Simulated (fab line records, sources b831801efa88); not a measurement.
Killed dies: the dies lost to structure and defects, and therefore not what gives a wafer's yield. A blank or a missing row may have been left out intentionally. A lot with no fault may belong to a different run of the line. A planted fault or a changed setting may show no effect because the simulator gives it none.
Comparing a struck lot with a sound one | flow sky130 | 15 steps out of a route of 708
Sound: wafers L910.1, L910.2, L910.6. Struck: wafers L917.1, L917.3 (left out: L917.4, a lot-mate that was not struck); the cause follows at the end.
At each step with rows: each side's tool, then ch and its chambers, then its first start. Under that, the readings that differ: sound wafers | struck wafers | difference of the means | sigmas: that difference in standard deviations of wafers without a fault.
alike: readings with means less than 2 such deviations apart, plus words and numbers identical on both sides. not compared: withheld readings, readings lacking a value on some wafer, bounds such as >300 that could conceal the same value, and numbers that have no deviation in the record and whose values overlap.
A row with sigmas, a row that says differs or no value, or rows on one side alone: a step with any of these is where the two part. Numbers that don't overlap but have no deviation are shown without sigmas and don't part them. A reading that every wafer of one side lacks parts them only if that side has two wafers or more.

first, 3 steps without rows for these wafers: SKY_FIELD_ISO_WET_ETCH_30 (etches SiO2 in dHF, target depth 25 nm, time 50 s); SKY_NWELL_CLEAN_00 (cleans in SC1/SC2, time 150 s); SKY_NWELL_OXIDATION_01 (stabilise 600 s, purge 300 s, target thk 10 nm).
SKY_NWELL_THK_MEAS_02:
  sound on film_metro-04, day 3 19:24; struck on film_metro-04, day 5 20:05
  alike: NWELL_OXIDATION_THK
then, 8 steps without rows for these wafers: SKY_DNWELL_DEHYDRATE_00 (time 60 s); SKY_DNWELL_HMDS_01 (prime time 60 s); SKY_DNWELL_COAT_02 (resist thk 3000 nm); SKY_DNWELL_SOFTBAKE_03; SKY_DNWELL_EXPOSE_04 (exposes mask DNM, target cd 3000 nm); SKY_DNWELL_PEB_05; SKY_DNWELL_DEVELOP_06 (develop time 60 s); SKY_DNWELL_IMPLANT_07.
SKY_DNWELL_STRIP_08: strips in O2/N2.
  sound on plasma_asher-01 ch 0,1, day 4 11:13; struck on plasma_asher-01 ch 1, day 6 14:26
  reading                      | sound             | struck      | difference | sigmas
  n2_flow_sccm (sccm)          | 300.6 300.2 300.5 | 359.9 358.7 | +58.9      | +74
  strip_time_to_endpoint_s (s) | 36.75 36.79 36.77 | 36.96 36.98 | +0.20      | +2
  alike: drypump_motor_current_A, oes_product_au
  not compared: rf_hours_counter_h
SKY_DNWELL_TW_MEAS_09:
  sound on film_metro-03, day 4 11:19; struck on film_metro-03, day 6 14:32
  alike: DNWELL_TW
-- the record jumps here: 42 days lie between the struck wafers' starts before and after (it left off in module DNWELL and takes up again in module PAD_OPEN, whose first step shown is number 708 of the route) --
SKY_PAD_OPEN_PROBE_99:
  sound on prober-01, day 46 22:42; struck on prober-01, day 49 01:10
  alike: killed_at_M0_to_M3, killed_at_M4_up, killed_at_contacts, killed_at_front_end, killed_at_other, killed_dies, killed_open, killed_short

WHERE THEY PART
At SKY_DNWELL_STRIP_08 and nowhere else, as far as this record goes. Later steps at which nothing parts them and some readings are alike: SKY_DNWELL_TW_MEAS_09, SKY_PAD_OPEN_PROBE_99.

WHY: whatever the simulator had introduced
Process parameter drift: plasma_asher-01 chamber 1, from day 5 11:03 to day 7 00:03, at SKY_DNWELL_STRIP_08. The setting n2_flow_sccm was moved by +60, starting from 300. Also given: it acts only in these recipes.
